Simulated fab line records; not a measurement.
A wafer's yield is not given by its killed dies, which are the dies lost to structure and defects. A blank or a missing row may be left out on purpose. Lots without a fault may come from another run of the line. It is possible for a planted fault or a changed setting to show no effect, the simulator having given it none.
Comparing a struck lot with a sound one + flow sfq line + 42 steps out of a route of 325
Sound: these wafers, L574.1, L574.3, L574.5. Struck: wafer L584.5. (L584.3, L584.6 of the same lot were not struck and are left out.) The cause comes at the end.
Each step with rows lists, per side, the tool, then ch with its chambers, then its first start. Under that, the readings that differ: sound wafers + struck wafers + difference of the means + sigmas: that difference in standard deviations of wafers without a fault.
alike: words and numbers the same on both sides, and readings whose means are apart by under 2 such deviations; not compared: readings that were withheld, readings missing a value for some wafer, numbers with overlapping values and no deviation given by the record, and bounds like >300 which may hide the same value.
The two part at a step that has a row with sigmas, a row that says differs or no value, or rows on one side only. When numbers do not overlap yet have no deviation, they are printed without sigmas and do not part them. A reading missing from all wafers of one side parts the sides only when that side holds two or more wafers.

first, 2 steps without rows for these wafers: SFQ_TRILAYER_R5_DEP_SPUTTER_133 (material MoNx, target thk 40 nm, time 66.7 s); SFQ_TRILAYER_R5_DEP_SPUTTER_134 (material Ti, target thk 5 nm, time 5 s).
SFQ_R5_RS_MEAS_933: a four-point-probe measurement.
  struck on film metro-03, day 66 09:27; sound on film metro-02, day 59 00:58
  alike: R5_MONX_RS
SFQ_R5_THK_MEAS_934: measures by xrf.
  struck on film metro-03, day 66 09:33; sound on film metro-02, day 59 01:05
  alike: R5_MONX_THK
then, 6 steps without rows for these wafers: SFQ_TRILAYER_R5_LITHO_COAT_141 (resist thk 62 nm); SFQ_TRILAYER_R5_LITHO_COAT_136 (resist thk 600 nm); SFQ_TRILAYER_R5_LITHO_SOFTBAKE_140; SFQ_TRILAYER_R5_LITHO_EXPOSE_137 (exposes mask R5, target cd 500 nm); SFQ_TRILAYER_R5_LITHO_PEB_139 (peb time 60 s); SFQ_TRILAYER_R5_LITHO_DEVELOP_138 (time 60 s).
SFQ_R5_OVL_MEAS_935:
  struck on overlay-02, day 66 11:51; sound on overlay-02, day 59 16:38
  alike: R5_OVL
SFQ_TRILAYER_R5_BARC_OPEN_METAL_ETCH_177: etches BARC in O2, target depth 125 nm, time 41.7 s.
  sound on rie metal-03 ch 0,1, day 59 16:40; struck on rie metal-04 ch 0, day 66 11:54
  alike: drypump motor current A, oes product au
  not compared: rf hours counter h
SFQ_TRILAYER_R5_ETCH_METAL_ETCH_139: etches the open film in Cl2, stops on SiO2, target depth 60 nm, time 40 s.
  sound on rie metal-03 ch 0,1, day 59 16:43; struck on rie metal-04 ch 0, day 66 11:58
| reading                        | sound             | struck | difference | sigmas |
|--------------------------------|-------------------|--------|------------|--------|
| oes product au (a.u.)          | 0.987 0.986 0.989 | 0.875  | -0.112     | -19    |
| model.etch.depth nm (nm)       | 59.07 59.19 59.32 | 48.34  | -10.85     |        |
| model.R5.feature depth nm (nm) | 59.07 59.19 59.32 | 48.34  | -10.85     |        |
  alike: drypump motor current A
  not compared: rf hours counter h, model.KrF_of_TRILAYER_R5_LITHO_COAT_136.thk nm
then, 9 steps without rows for these wafers: SFQ_TRILAYER_R5_STRIP_STRIP_140 (strips in O2); SFQ_TRILAYER_R5_STRIP_SOLV_CLEAN_141 (cleans in NMP, time 600 s); SFQ_TRILAYER_A5C_DEP_PECVD_142 (deposits SiO2 from SiH4/N2O, time 15.556 s, target thk 70 nm); SFQ_TRILAYER_I5_LITHO_COAT_149 (resist thk 62 nm); SFQ_TRILAYER_I5_LITHO_COAT_144 (resist thk 650 nm); SFQ_TRILAYER_I5_LITHO_SOFTBAKE_148; SFQ_TRILAYER_I5_LITHO_EXPOSE_145 (exposes mask I5, target cd 700 nm); SFQ_TRILAYER_I5_LITHO_PEB_147 (peb time 60 s); SFQ_TRILAYER_I5_LITHO_DEVELOP_146 (time 60 s).
-- the record jumps here: 4 days lie between the struck wafers' starts before and after --
SFQ_I5_OVL_MEAS_936:
  struck on overlay-02, day 70 10:04; sound on overlay-01, day 65 20:04
| reading     | sound     | struck | difference | sigmas |
|-------------|-----------|--------|------------|--------|
| I5_OVL (nm) | -6 -4 -12 | 7      | +14        | +2     |
then, 2 steps without rows for these wafers: SFQ_TRILAYER_I5_BARC_OPEN_VIA_ETCH_200 (etches BARC in O2, target depth 125 nm, time 41.7 s); SFQ_TRILAYER_I5_ETCH_VIA_ETCH_147 (etches the open film in CHF3, stops on Nb, target depth 360 nm).
SFQ_TRILAYER_I5_STRIP_STRIP_148: strips in O2.
  sound on rie metal-02 ch 0,1, day 65 20:17; struck on rie metal-04 ch 1, day 70 10:41
  alike: drypump motor current A, oes product au
  not compared: rf hours counter h
then, 7 steps without rows for these wafers: SFQ_TRILAYER_I5_STRIP_SOLV_CLEAN_149 (cleans in NMP, time 600 s); SFQ_TRILAYER_C5_LITHO_COAT_156 (resist thk 62 nm); SFQ_TRILAYER_C5_LITHO_COAT_151 (resist thk 650 nm); SFQ_TRILAYER_C5_LITHO_SOFTBAKE_155; SFQ_TRILAYER_C5_LITHO_EXPOSE_152 (exposes mask C5, target cd 500 nm); SFQ_TRILAYER_C5_LITHO_PEB_154 (peb time 60 s); SFQ_TRILAYER_C5_LITHO_DEVELOP_153 (time 60 s).
-- the record jumps here: 4 days lie between the struck wafers' starts before and after --
SFQ_C5_OVL_MEAS_937:
  struck on overlay-01, day 74 20:11; sound on overlay-01, day 69 18:37
  alike: C5_OVL
SFQ_TRILAYER_C5_BARC_OPEN_VIA_ETCH_210: etches BARC in O2, target depth 125 nm, time 41.7 s.
  sound on rie diel-01 ch 0,1, day 69 18:38; struck on rie diel-01 ch 2, day 74 20:13
  alike: drypump motor current A, oes product au
  not compared: rf hours counter h
SFQ_TRILAYER_C5_ETCH_VIA_ETCH_154: etches SiO2 in CHF3, stops on Nb, target depth 84 nm.
  sound on rie diel-01 ch 0,1, day 69 18:41; struck on rie diel-01 ch 2, day 74 20:16
  alike: drypump motor current A, oes product au
SFQ_TRILAYER_C5_STRIP_STRIP_155: strips in O2.
  sound on rie metal-01 ch 0,1, day 69 18:44; struck on rie metal-01 ch 1, day 74 20:31
  alike: drypump motor current A, oes product au
  not compared: rf hours counter h
then, 3 steps without rows for these wafers: SFQ_TRILAYER_C5_STRIP_SOLV_CLEAN_156 (cleans in NMP, time 600 s); SFQ_TRILAYER_M6_DEP_PRE_CLEAN_158 (time 22.5 s); SFQ_TRILAYER_M6_DEP_SPUTTER_157 (material Nb, target thk 200 nm, time 133.3 s).
SFQ_M6_RS_MEAS_938: a four-point-probe measurement.
  struck on film metro-03, day 74 21:14; sound on film metro-04, day 69 19:38
  alike: M6_NB_RS
-- the record jumps here: 5 days lie between the struck wafers' starts before and after (it left off in module M6 and takes up again in module M8, whose first step shown is number 325 of the route) --
SFQ_M8_BOW_MEAS_951:
  struck on film metro-04, day 80 02:43; sound on film metro-04, day 79 09:53
| reading                       | sound    | struck | difference | sigmas |
|-------------------------------|----------|--------|------------|--------|
| model.etest.r5.comb log10 ohm | 12 12 12 | 0      | -12        |        |
  alike: M8_BOW

WHERE THEY PART
First at SFQ_TRILAYER_R5_ETCH_METAL_ETCH_139; last, within this record, at SFQ_I5_OVL_MEAS_936. Later steps at which nothing parts them and some readings are alike: SFQ_TRILAYER_I5_STRIP_STRIP_148, SFQ_C5_OVL_MEAS_937, SFQ_TRILAYER_C5_BARC_OPEN_VIA_ETCH_210, SFQ_TRILAYER_C5_ETCH_VIA_ETCH_154, SFQ_TRILAYER_C5_STRIP_STRIP_155, SFQ_M6_RS_MEAS_938, SFQ_M8_BOW_MEAS_951.

WHY: the cause the simulator had injected
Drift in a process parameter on rie metal-04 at SFQ_TRILAYER_R5_ETCH_METAL_ETCH_139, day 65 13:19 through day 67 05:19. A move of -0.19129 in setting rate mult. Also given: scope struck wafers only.
